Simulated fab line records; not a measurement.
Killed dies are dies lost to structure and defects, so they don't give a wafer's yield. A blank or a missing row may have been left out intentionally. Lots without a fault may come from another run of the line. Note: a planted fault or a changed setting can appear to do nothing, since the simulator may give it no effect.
Which tool was responsible? -- flow gf180mcu -- 13 lots with 39 wafers sampled at 5 steps, on a route of 602 steps

WHAT EACH GAUGE READ, for each wafer
GF_POLY_GATE_THK_MEAS_01.
lot,measured,on,POLY_GATE_CVD_00_THK (nm)
L313,day 8 09:47,film_metro-01,204.0 204.1 203.4
L316,day 9 09:38,film_metro-04,200.4 201.3 200.9
L318,day 10 00:05,film_metro-02,198.8 198.3 198.3
L320,day 10 14:07,film_metro-02,199.6 197.7 198.4
L321,day 10 16:47,film_metro-04,200.8 200.2 203.3
L322,day 11 07:06,film_metro-02,203.5 203.0 200.2
L324,day 11 15:53,film_metro-01,201.1 199.4 201.0
L326,day 12 05:26,film_metro-02,199.1 198.4 199.2
L327,day 12 11:05,film_metro-04,262.8 260.3 261.4
L328,day 12 18:36,film_metro-02,261.6 261.6 263.5
L329,day 12 23:41,film_metro-01,265.7 264.9 263.2
L330,day 13 12:18,film_metro-02,200.9 201.9 200.2
L334,day 14 15:25,film_metro-02,197.1 198.7 199.2

GF_HV_LDD_OVL_MEAS_08.
lot,measured,on,HV_LDD_OVL (nm)
L313,day 9 21:43,overlay-01,2.5 0.9 1.3
L316,day 10 23:01,overlay-01,0.6 -0.4 1.3
L318,day 11 13:19,overlay-01,2.5 1.3 3.3
L320,day 12 06:34,overlay-02,0.0 1.0 3.1
L321,day 12 08:46,overlay-02,2.4 1.3 0.9
L322,day 12 23:07,overlay-01,1.2 2.5 1.9
L324,day 13 09:12,overlay-01,0.1 0.8 1.7
L326,day 13 23:16,overlay-01,4.0 3.5 3.9
L327,day 14 05:34,overlay-02,0.7 0.9 -0.2
L328,day 14 13:46,overlay-02,1.1 2.1 0.7
L329,day 14 18:21,overlay-01,-0.4 0.4 -0.3
L330,day 15 07:12,overlay-02,1.7 3.2 3.4
L334,day 16 12:40,overlay-02,-0.9 2.5 2.3

WHICH TOOL RAN EACH LOT (tool, then ch and the chambers of the sampled wafers, then the start)
lot,GF_DNWELL_STRIP_08,GF_POLY_GATE_CVD_00,GF_POLY_GATE_ETCH_12
L313,"plasma_asher-04 ch 0,1, day 2 18:17","lpcvd-02 ch 1, day 8 08:27","rie_diel-02 ch 0,3, day 9 02:39"
L316,"plasma_asher-04 ch 0,1, day 3 11:06","lpcvd-02 ch 0, day 9 08:19","rie_diel-04 ch 2,3, day 10 03:14"
L318,"plasma_asher-04 ch 0,1, day 3 21:55","lpcvd-01 ch 0, day 9 22:43","rie_diel-04 ch 0,2, day 10 17:29"
L320,"plasma_asher-02 ch 0,1, day 4 09:19","lpcvd-01 ch 1, day 10 12:46","rie_diel-02 ch 1,3, day 11 08:59"
L321,"plasma_asher-04 ch 1, day 4 12:05","lpcvd-02 ch 1, day 10 15:27","rie_diel-02 ch 1,2, day 11 11:19"
L322,"plasma_asher-02 ch 1, day 4 21:08","lpcvd-02 ch 0, day 11 05:05","rie_diel-04 ch 0,1,2, day 12 02:08"
L324,"plasma_asher-02 ch 0,1, day 5 04:23","lpcvd-01 ch 0, day 11 14:34","rie_diel-04 ch 1,2,3, day 12 11:02"
L326,"plasma_asher-02 ch 0,1, day 5 16:16","lpcvd-01 ch 0, day 12 04:04","rie_diel-04 ch 2,3, day 13 01:14"
L327,"plasma_asher-04 ch 1, day 5 20:11","lpcvd-01 ch 0, day 12 09:04","rie_diel-03 ch 0,2,3, day 13 07:09"
L328,"plasma_asher-04 ch 0,1, day 6 02:17","lpcvd-01 ch 0, day 12 17:16","rie_diel-02 ch 2,3, day 13 14:32"
L329,"plasma_asher-03 ch 0,1, day 6 06:03","lpcvd-01 ch 1, day 12 22:21","rie_diel-03 ch 0,1,3, day 13 19:41"
L330,"plasma_asher-04 ch 0,1, day 6 13:50","lpcvd-02 ch 1, day 13 10:58","rie_diel-04 ch 0,2,3, day 14 09:17"
L334,"plasma_asher-04 ch 0, day 7 11:09","lpcvd-02 ch 1, day 14 14:05","rie_diel-03 ch 0,1,2, day 15 12:15"
- GF_DNWELL_STRIP_08: strips in O2/N2.
- GF_POLY_GATE_CVD_00: deposits poly-Si, target thk 200 nm, time 1200 s.
- GF_POLY_GATE_ETCH_12: etches BARC in N2/H2.

WHAT THE TOOLS THEMSELVES READ (means of the sampled wafers that have a number; where no wafer has one, the mark that the record gives instead)
GF_DNWELL_STRIP_08.
lot,tool,drypump_motor_current_A (A),heater_power_w (W),oes_product_au (a.u.),strip_time_to_endpoint_s (s)
L313,plasma_asher-04,5.9,329,0.718,36.95
L316,plasma_asher-04,5.8,329,0.726,37.09
L318,plasma_asher-04,5.8,331,0.721,36.87
L320,plasma_asher-02,6.2,313,0.721,36.83
L321,plasma_asher-04,5.9,317,0.721,36.93
L322,plasma_asher-02,6.5,319,0.723,36.90
L324,plasma_asher-02,6.3,319,0.724,37.04
L326,plasma_asher-02,6.2,310,0.725,37.00
L327,plasma_asher-04,5.9,317,0.726,36.99
L328,plasma_asher-04,5.8,336,0.720,37.05
L329,plasma_asher-03,5.3,324,0.720,37.01
L330,plasma_asher-04,5.9,326,0.726,37.10
L334,plasma_asher-04,5.8,337,0.718,37.00

GF_POLY_GATE_ETCH_12.
lot,tool,drypump_motor_current_A (A),h2_flow_sccm (sccm),oes_product_au (a.u.),rf_fwd_power_W (W),throttle_valve_pct (%)
L313,rie_diel-02,5.2,200.3,0.734,494.9,13.215
L316,rie_diel-04,6.4,199.8,0.735,496.2,13.218
L318,rie_diel-04,6.1,200.0,0.732,497.8,13.221
L320,rie_diel-02,5.6,199.4,0.739,496.4,13.219
L321,rie_diel-02,5.4,199.4,0.734,497.9,13.218
L322,rie_diel-04,5.7,199.9,0.733,495.5,13.221
L324,rie_diel-04,6.0,200.1,0.736,494.4,13.207
L326,rie_diel-04,6.3,199.3,0.738,493.5,13.202
L327,rie_diel-03,6.1,199.7,0.740,497.3,13.217
L328,rie_diel-02,5.0,200.1,0.736,497.4,13.211
L329,rie_diel-03,5.8,199.9,0.737,495.1,13.210
L330,rie_diel-04,6.0,200.2,0.739,495.0,13.223
L334,rie_diel-03,5.9,200.3,0.735,495.6,13.204

THE ANSWER, worked out from the rows above alone
Rule: the usual values come from the lots themselves. Put in order of their means at a reading, lots are off if they are a third of the lots or fewer, leave a main group of 4 or more, and stand apart from it by a gap of 3 or more times the standard deviation of the main group's means; of several such gaps the widest counts. The tables above print the reading to a certain number of digits; a main group whose means all agree to those digits is not used. Also off: a lot with no number at a reading for which 4 or more lots have one. Any other lot the step has rows for is counted as sound. Order of review: gauges by route order, followed by the tools' own readings, for which a lot's mean as printed above is used. At the first step where some lot is off, the reading lying furthest off is the one used; lots without a number count as furthest.
Off: at GF_POLY_GATE_THK_MEAS_01 (POLY_GATE_CVD_00_THK), L327, L328, L329. Main group: mean 200.4 nm, sd 1.7.
A tool fits if, at a process step before that reading, it ran every lot that is off, and no sound lot after the first of them. Those tools and the gauges at GF_POLY_GATE_THK_MEAS_01 are tried in the same way. One candidate fits, namely lpcvd-01 at GF_POLY_GATE_CVD_00. Its last sound lot is L326 (day 12 04:04), its first lot that is off L327 (day 12 09:04): a fault that began between those two fits.

WHAT HAD BEEN PUT IN BY THE SIMULATOR
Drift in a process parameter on lpcvd-01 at GF_POLY_GATE_CVD_00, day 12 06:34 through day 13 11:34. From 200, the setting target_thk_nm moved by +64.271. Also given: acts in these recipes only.
Shown lots that were struck: L327, L328, L329. The rule given above showed the same thing.
